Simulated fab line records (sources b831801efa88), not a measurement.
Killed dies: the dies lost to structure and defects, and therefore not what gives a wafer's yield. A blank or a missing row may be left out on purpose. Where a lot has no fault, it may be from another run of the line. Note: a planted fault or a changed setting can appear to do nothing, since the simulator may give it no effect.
Struck lot and sound lot, side by side	flow sky130	37 steps out of a route of 708
Sound: these wafers, L915.2, L915.3, L915.6. Wafers L927.2, L927.3, L927.5 were the ones struck. The cause is named last.
For every step that has rows: the tool of each side, followed by ch and its chambers, followed by its first start. Under that, the readings that differ: sound wafers	struck wafers	difference of the means	sigmas: that difference in standard deviations of wafers without a fault.
alike: readings whose means differ by less than 2 such deviations, and words and numbers that are the same on both sides. not compared: withheld readings, readings that some wafer has no value for, bounds like >300 that may hide the same value, and numbers for which the record gives no deviation and whose values overlap.
The two part at a step that has a row with sigmas, a row that says differs or no value, or rows on one side only. Numbers that don't overlap but have no deviation are shown without sigmas and don't part them. Lack of a reading on every wafer of one side parts them only where that side has two or more wafers.

first, 10 steps without rows for these wafers: SKY_LDD_LDN_SOFTBAKE_03 (time 60 s); SKY_LDD_LDN_EXPOSE_04 (exposes mask LDNTM, target cd 700 nm); SKY_LDD_LDN_PEB_05; SKY_LDD_LDN_DEVELOP_06 (develop time 60 s); SKY_LDD_LDN_IMPLANT_08; SKY_LDD_LDN_IMPLANT_09; SKY_LDD_LDN_IMPLANT_10; SKY_LDD_LDN_IMPLANT_11; SKY_LDD_LDN_STRIP_12 (strips in O2/N2); SKY_LDD_LDN_CLEAN_14 (cleans in SC1/SC2, time 150 s).
SKY_SPACER_CVD_00: deposits Si3N4 from DCS/NH3, target thk 43.1 nm, time 740 s.
  sound on lpcvd-02 ch 1, day 24 09:25; struck on lpcvd-02 ch 1, day 28 19:32
reading	sound	struck	difference	sigmas
spike_tc_bottom_C (C)	788.0 786.1 789.9	792.1 793.5 793.1	+4.9	+3
spike_tc_centre_C (C)	771.7 768.6 770.2	775.9 776.7 777.5	+6.5	+7
spike_tc_lower_C (C)	768.3 771.2 769.2	776.3 775.4 777.1	+6.7	+7
spike_tc_top_C (C)	779.5 781.1 778.8	786.5 788.9 789.2	+8.4	+5
spike_tc_upper_C (C)	769.4 767.3 767.4	777.9 776.6 774.8	+8.4	+8
susceptor_temp_C (C)	769.6 769.8 770.3	776.7 776.7 777.0	+6.9	+20
model.Si3N4_of_SPACER_CVD_00.thk_nm (nm)	42.92 42.82 42.92	49.04 49.35 49.25	+6.33	
SKY_SPACER_THK_MEAS_01:
  sound: film_metro-02 at day 24 10:38; struck: film_metro-03 at day 28 20:45
reading	sound	struck	difference	sigmas
SPACER_CVD_00_THK (nm)	42.9 42.8 43.0	49.1 49.3 49.2	+6.3	+16
SKY_SPACER_ETCHBACK_02: etches Si3N4 in CH3F/O2, stops on SiO2, time 46.7 s, target depth 45 nm.
  sound on rie_diel-03 ch 1,2,3, day 24 10:41; struck on rie_diel-02 ch 0,1,2, day 28 20:48
reading	sound	struck	difference	sigmas
drypump_motor_current_A (A)	5.4 5.0 5.5	5.8 6.3 6.7	+1.0	+2
oes_product_au (a.u.)	0.856 0.852 0.857	0.919 0.936 0.926	+0.072	+11
model.etch.depth_nm (nm)	42.92 42.82 42.92	49.04 49.35 49.25	+6.33	
  alike: throttle_valve_pct
  not compared: rf_hours_counter_h
then, 22 steps without rows for these wafers: SKY_POLY_CUT_DEHYDRATE_00 (time 60 s); SKY_POLY_CUT_HMDS_01 (prime time 60 s); SKY_POLY_CUT_COAT_02 (resist thk 60 nm); SKY_POLY_CUT_COAT_03 (resist thk 450 nm); SKY_POLY_CUT_SOFTBAKE_04 (time 90 s); SKY_POLY_CUT_EXPOSE_05 (exposes mask NPCM, target cd 270 nm); SKY_POLY_CUT_PEB_06; SKY_POLY_CUT_DEVELOP_07 (develop time 60 s); SKY_POLY_CUT_ETCH_10 (etches BARC in N2/H2, stops on SiO2, time 45.9 s, target depth 60 nm); SKY_POLY_CUT_ETCH_11 (etches Si3N4 in CF4/CH2F2/Ar, stops on poly-Si, time 42.5 s, target depth 60 nm); SKY_POLY_CUT_STRIP_12 (strips in O2/N2); SKY_SD_P_DEHYDRATE_00 (time 60 s); SKY_SD_P_HMDS_01 (prime time 60 s); SKY_SD_P_COAT_02 (resist thk 1140 nm); SKY_SD_P_SOFTBAKE_03 (time 60 s); SKY_SD_P_EXPOSE_04 (exposes mask PSDM, target cd 380 nm); SKY_SD_P_PEB_05; SKY_SD_P_DEVELOP_06 (develop time 60 s); SKY_SD_P_IMPLANT_09; SKY_SD_P_STRIP_10 (strips in O2/N2); SKY_RES_XHIGH_DEHYDRATE_00 (time 60 s); SKY_RES_XHIGH_HMDS_01 (prime time 60 s).
-- the record jumps here: 5 days lie between the struck wafers' starts before and after (it left off in module RES_XHIGH and takes up again in module SALICIDE, whose first step shown is number 361 of the route) --
SKY_SALICIDE_CLEAN_00: cleans in HF-last, time 30 s.
  sound on wet_bench-02 ch 1, day 29 07:19; struck on wet_bench-02 ch 0, day 33 09:39
reading	sound	struck	difference	sigmas
model.Si3N4_of_SPACER_CVD_00.thk_nm (nm)	41.94 41.83 41.93	48.04 48.35 48.26	+6.32	
-- the record jumps here: 16 days lie between the struck wafers' starts before and after (it left off in module SALICIDE and takes up again in module PAD_OPEN, whose first step shown is number 708 of the route) --
SKY_PAD_OPEN_PROBE_99:
  sound: prober-02 at day 46 19:38; struck: prober-02 at day 49 16:34
reading	sound	struck	difference	sigmas
model.etest.pfet_01v8.r_on_ohm_um	2989 2822 2936	3177 3278 3196	+301	
model.etest.nfet_g5v0d10v5.r_on_ohm_um	1917 1864 1891	1926 1971 1939	+55	
model.etest.sonos_uncharged.r_on_ohm_um	818.2 784.9 797.4	828.8 857.5 860.3	+48.7	
model.etest.pfet_01v8.drive_ua_um	182.8 196.1 189.1	173.4 166.3 170.8	-19.2	
model.etest.sram_pfet_latch.drive_ua_um	142.7 143.4 141.3	130.5 123.4 125.2	-16.1	
model.etest.pfet_01v8_hvt.drive_ua_um	136.4 146.9 141	126.4 122.6 126.1	-16.4	
model.etest.pfet_01v8.off_log10_a_um	-10.5 -9.685 -9.923	-10.65 -11.35 -10.99	-0.96	
  alike: killed_at_M0_to_M3, killed_at_M4_up, killed_at_contacts, killed_at_front_end, killed_at_other, killed_dies, killed_open, killed_short

WHERE THEY PART
First at SKY_SPACER_CVD_00; last, within this record, at SKY_SPACER_ETCHBACK_02. Later steps at which nothing parts them and some readings are alike: SKY_PAD_OPEN_PROBE_99.

WHY: what had been put in by the simulator
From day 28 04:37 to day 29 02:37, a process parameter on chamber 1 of lpcvd-02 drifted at SKY_SPACER_CVD_00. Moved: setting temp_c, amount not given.
